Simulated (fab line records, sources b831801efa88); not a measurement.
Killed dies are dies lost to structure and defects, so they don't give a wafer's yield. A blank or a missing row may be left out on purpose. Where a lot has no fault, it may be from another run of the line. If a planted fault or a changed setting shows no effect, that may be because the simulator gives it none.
What tool caused it? -- flow gf180mcu -- 13 lots with 39 wafers sampled at 5 steps, on a route of 602 steps

## WHAT EACH GAUGE READ, for each wafer
GF_V2_THK_MEAS_01. Usual: V2_CVD_00_THK gives 599 nm (standard deviation 5.6).
lot,measured,on,V2_CVD_00_THK (nm),flag
L271,day 19 04:58,film metro-04,604 593 606,
L272,day 19 11:40,film metro-04,597 601 605,
L273,day 19 18:19,film metro-02,595 599 606,
L274,day 20 12:51,film metro-02,606 601 601,
L278,day 22 01:14,film metro-02,575 567 571,OFF
L279,day 22 05:25,film metro-02,601 609 604,
L280,day 22 16:33,film metro-04,569 570 576,OFF
L284,day 24 00:24,film metro-02,595 598 603,
L289,day 25 13:04,film metro-02,596 600 602,
L290,day 25 22:39,film metro-02,590 584 583,
L291,day 26 07:17,film metro-02,596 593 594,
L292,day 26 12:20,film metro-03,596 596 596,
L293,day 26 21:43,film metro-02,602 606 597,

GF_V2_BOW_MEAS_05. Usual: V2_BOW gives 99 um (standard deviation 8.4).
lot,measured,on,V2_BOW (um),flag
L271,day 19 05:28,film metro-02,83 106 101,
L272,day 19 12:16,film metro-02,101 94 94,
L273,day 19 18:49,film metro-04,99 93 109,
L274,day 20 13:20,film metro-04,106 106 99,
L278,day 22 01:46,film metro-04,104 90 105,
L279,day 22 05:55,film metro-02,82 87 87,
L280,day 22 17:46,film metro-04,86 123 105,
L284,day 24 00:54,film metro-02,92 103 92,
L289,day 25 13:33,film metro-04,91 87 96,
L290,day 25 23:12,film metro-04,106 94 117,
L291,day 26 07:50,film metro-02,98 92 103,
L292,day 26 12:52,film metro-03,90 99 101,
L293,day 26 22:12,film metro-03,101 101 85,

## EACH LOT AND THE TOOL THAT RAN IT (in order: tool; ch and the chambers of the sampled wafers; start)
lot,GF_V1_CVD_23,GF_V2_CVD_00,GF_V2_CVD_02
L271,"cvd w-01 ch 0,1, day 18 03:45","hdpcvd-02 ch 0,2, day 19 04:53","pecvd-04 ch 0,2, day 19 05:02"
L272,"cvd w-02 ch 0,1, day 18 09:38","hdpcvd-01 ch 0,1,2, day 19 11:35","pecvd-01 ch 0,1, day 19 11:44"
L273,"cvd w-02 ch 0,1, day 18 15:34","hdpcvd-01 ch 0,1,2, day 19 18:15","pecvd-03 ch 0,1,2, day 19 18:23"
L274,"cvd w-02 ch 0,1, day 19 11:04","hdpcvd-02 ch 1,2, day 20 12:47","pecvd-04 ch 0,2, day 20 12:55"
L278,"cvd w-02 ch 0,1, day 20 23:22","hdpcvd-02 ch 0,1,2, day 22 01:09","pecvd-03 ch 0,2, day 22 01:17"
L279,"cvd w-02 ch 0,1, day 21 03:57","hdpcvd-01 ch 1,2, day 22 05:20","pecvd-04 ch 0,1,2, day 22 05:28"
L280,"cvd w-01 ch 0,1, day 21 15:02","hdpcvd-02 ch 0,2, day 22 16:28","pecvd-04 ch 0,2, day 22 16:36"
L284,"cvd w-01 ch 1, day 23 00:17","hdpcvd-01 ch 0,2, day 24 00:19","pecvd-01 ch 0,1, day 24 00:27"
L289,"cvd w-01 ch 0,1, day 24 14:02","hdpcvd-01 ch 1,2, day 25 12:59","pecvd-01 ch 1,2, day 25 13:07"
L290,"cvd w-02 ch 0,1, day 24 23:01","hdpcvd-01 ch 0,1, day 25 22:34","pecvd-03 ch 0,1, day 25 22:44"
L291,"cvd w-01 ch 0, day 25 08:41","hdpcvd-01 ch 0,1, day 26 07:11","pecvd-03 ch 1,2, day 26 07:22"
L292,"cvd w-01 ch 0, day 25 13:05","hdpcvd-01 ch 0,1,2, day 26 12:15","pecvd-03 ch 1,2, day 26 12:23"
L293,"cvd w-01 ch 0,1, day 25 22:56","hdpcvd-01 ch 1,2, day 26 21:38","pecvd-03 ch 0,1,2, day 26 21:46"
- GF_V1_CVD_23: deposits W, target thk 350 nm, time 105.05 s.
- GF_V2_CVD_00: deposits SiO2, target thk 600 nm, time 100 s.
- GF_V2_CVD_02: deposits SiO2 from TEOS, target thk 850 nm, time 94.851 s.

## WHAT THE TOOLS THEMSELVES READ (means of the sampled wafers that have a number; where no wafer has one, the mark that the record gives instead)
GF_V1_CVD_23. Usual: heater power w 799 W, standard deviation 48.
lot,tool,heater power w (W),flag
L271,cvd w-01,757,
L272,cvd w-02,857,
L273,cvd w-02,835,
L274,cvd w-02,872,
L278,cvd w-02,862,
L279,cvd w-02,858,
L280,cvd w-01,763,
L284,cvd w-01,768,
L289,cvd w-01,758,
L290,cvd w-02,861,
L291,cvd w-01,767,
L292,cvd w-01,768,
L293,cvd w-01,762,

GF_V2_CVD_02. Usual: heater power w 659 W, standard deviation 110.
lot,tool,heater power w (W),flag
L271,pecvd-04,567,
L272,pecvd-01,707,
L273,pecvd-03,602,
L274,pecvd-04,671,
L278,pecvd-03,600,
L279,pecvd-04,729,
L280,pecvd-04,588,
L284,pecvd-01,686,
L289,pecvd-01,712,
L290,pecvd-03,583,
L291,pecvd-03,604,
L292,pecvd-03,527,
L293,pecvd-03,611,

## THE ANSWER, worked out from the rows above alone
Rule: take the mean of a lot's wafers that have a number; if it is more than 3 standard deviations from the usual mean, the lot is off. A lot without any number at a reading at which 4 lots or more have one is off too. The other lots that the step has rows for count as sound. First the gauges in route order, then the tools' own readings, where a lot's mean is used as printed above. At the first step where some lot is off, the reading lying furthest off is the one used; lots without a number count as furthest.
Off: at GF_V2_THK_MEAS_01 (V2_CVD_00_THK), L278, L280.
If a tool, at a process step before that reading, ran all the lots that are off and no sound lot after the first of them, it fits. The gauges at GF_V2_THK_MEAS_01 are tried like those tools. One fits: hdpcvd-02 at GF_V2_CVD_00. Its last sound lot is L274 (day 20 12:47), its first lot that is off L278 (day 22 01:09): a fault that began between those two fits.

## WHAT THE SIMULATOR PUT IN
Site profile drift: hdpcvd-02, from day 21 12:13 on, at GF_V2_CVD_00. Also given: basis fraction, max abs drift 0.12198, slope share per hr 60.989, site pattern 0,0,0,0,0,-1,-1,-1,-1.
Shown lots that were struck: L278, L280. This agrees with what the rule above found.
